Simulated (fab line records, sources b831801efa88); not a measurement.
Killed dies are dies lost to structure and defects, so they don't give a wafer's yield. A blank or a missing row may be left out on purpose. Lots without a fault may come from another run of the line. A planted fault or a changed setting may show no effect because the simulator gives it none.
A struck lot beside a sound one | flow sky130 | 18 steps out of a route of 708
Sound: wafers L538.1, L538.2, L538.5. Struck: wafer L549.3. (L549.6 of the same lot was not struck and is left out.) The cause comes at the end.
At each step with rows: each side's tool, then ch and its chambers, then its first start. Under that, the readings that differ: sound wafers | struck wafers | difference of the means | sigmas: that difference in standard deviations of wafers without a fault.
alike: readings whose means differ by less than 2 such deviations, and words and numbers that are the same on both sides. not compared: withheld readings, readings that some wafer has no value for, bounds like >300 that may hide the same value, and numbers for which the record gives no deviation and whose values overlap.
The two part at a step that has a row with sigmas, a row that says differs or no value, or rows on one side only. Numbers that don't overlap but have no deviation are shown without sigmas and don't part them. A reading that every wafer of one side lacks parts them only if that side has two wafers or more.

first, 3 steps without rows for these wafers: SKY_VT_ADJUST_NCORE_EXPOSE_04 (exposes mask LVTN COMPLEMENT THIN, target cd 380 nm); SKY_VT_ADJUST_NCORE_PEB_05; SKY_VT_ADJUST_NCORE_DEVELOP_06 (develop time 60 s).
SKY_VT_ADJUST_NCORE_CD_MEAS_07: target cd 380 nm.
  sound on cd_sem-01, day 9 20:11; struck on cd_sem-01, day 13 14:35
  alike: cd_nm
SKY_VT_ADJUST_NCORE_OVL_MEAS_08:
  sound on overlay-01, day 9 20:18; struck on overlay-01, day 13 14:41
  alike: VT_ADJUST_NCORE_OVL
then, 1 step without rows for these wafers: SKY_VT_ADJUST_NCORE_IMPLANT_09.
SKY_VT_ADJUST_NCORE_STRIP_10: strips in O2/N2.
  sound on plasma_asher-03 ch 0,1, day 9 20:29; struck on plasma_asher-03 ch 1, day 13 14:53
  reading             | sound          | struck | difference | sigmas
  o2_flow_sccm (sccm) | 3007 2994 3006 | 2981   | -21        | -3
  alike: drypump_motor_current_A, oes_product_au, strip_time_to_endpoint_s
  not compared: rf_hours_counter_h
SKY_VT_ADJUST_NCORE_TW_MEAS_11:
  sound on film_metro-04, day 9 20:35; struck on film_metro-02, day 13 14:59
  alike: VT_ADJUST_NCORE_TW
then, 4 steps without rows for these wafers: SKY_VT_ADJUST_HVTR_DEHYDRATE_00 (time 60 s); SKY_VT_ADJUST_HVTR_HMDS_01 (prime time 60 s); SKY_VT_ADJUST_HVTR_COAT_02 (resist thk 1140 nm); SKY_VT_ADJUST_HVTR_SOFTBAKE_03 (time 60 s).
SKY_VT_ADJUST_HVTR_EXPOSE_04: exposes mask HVTRM, target cd 380 nm.
  sound on iline_stepper-02 ch 0, day 10 07:52; struck on iline_stepper-02 ch 0, day 14 01:25
  alike: mask, stage_vel_mm_s
then, 2 steps without rows for these wafers: SKY_VT_ADJUST_HVTR_PEB_05; SKY_VT_ADJUST_HVTR_DEVELOP_06 (develop time 60 s).
SKY_VT_ADJUST_HVTR_CD_MEAS_07: target cd 380 nm.
  sound on cd_sem-02, day 10 19:21; struck on cd_sem-01, day 14 16:16
  reading    | sound             | struck | difference | sigmas
  cd_nm (nm) | 383.2 381.4 382.1 | 366.8  | -15.4      | -6
  not compared: hold
SKY_VT_ADJUST_HVTR_OVL_MEAS_08:
  sound on overlay-02, day 10 19:28; struck on overlay-02, day 14 23:11
  reading | sound | struck                   | difference                   | sigmas
  hold    | - - - | await_dispo/6.8h/release | no value on the sound wafers |
  alike: VT_ADJUST_HVTR_OVL
then, 1 step without rows for these wafers: SKY_PAD_OPEN_PROBE_99.

WHERE THEY PART
First at SKY_VT_ADJUST_NCORE_STRIP_10; last, within this record, at SKY_VT_ADJUST_HVTR_OVL_MEAS_08.

WHY: what the simulator had put in
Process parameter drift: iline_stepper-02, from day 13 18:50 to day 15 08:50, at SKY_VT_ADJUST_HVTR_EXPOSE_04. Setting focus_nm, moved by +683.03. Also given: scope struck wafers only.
